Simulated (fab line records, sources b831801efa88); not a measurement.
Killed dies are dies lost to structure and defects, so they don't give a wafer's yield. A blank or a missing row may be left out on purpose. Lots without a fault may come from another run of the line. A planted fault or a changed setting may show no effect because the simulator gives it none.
Chamber matching | flow sky130 | SKY_CONTACT_CVD_00 on pecvd-04: 3 sister chambers
The step deposits Si3N4, target thk 75 nm. 3 wafers are shown with their chamber, then 8 later ones without.

WAFERS WITH THEIR CHAMBER
wafer  | chamber | heater_power_w (W)
L090.3 | 2       | 624
L090.4 | 1       | 738
L094.1 | 0       | 641

WAFERS WITHOUT THEIR CHAMBER
wafer  | heater_power_w (W)
L094.2 | 628
L094.3 | 727
L095.1 | 704
L095.5 | 692
L095.6 | 581
L097.1 | 550
L097.4 | 558
L097.5 | 795

WHICH CHAMBER EACH WENT THROUGH
wafer  | from the rows above          | in truth
L094.2 | can't be placed: 2 or 0      | 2
L094.3 | can't be placed: 1 or 0 or 2 | 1
L095.1 | can't be placed: 1 or 0 or 2 | 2
L095.5 | can't be placed: 1 or 0 or 2 | 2
L095.6 | can't be placed: 2 or 0      | 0
L097.1 | can't be placed: 2 or 0      | 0
L097.4 | can't be placed: 2 or 0      | 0
L097.5 | 1                            | 1
Placed correctly: 1 of 8. Can't be placed from these rows: 7 (the true chamber is among the candidates in 7). Placed wrongly: 0.
How it was worked out, from the rows above alone: a wafer's distance from a chamber is the root of the sum, over the readings, of the square of ((its reading less the chamber's mean) divided by the reading's scatter). The wafer belongs to the nearest chamber; if the next one is less than 2 further off, it can't be placed. A chamber's mean is the mean of its shown wafers. The scatter: with one shown wafer a chamber, the root of the mean of the squares of how far each hidden wafer lies from its nearest shown one.
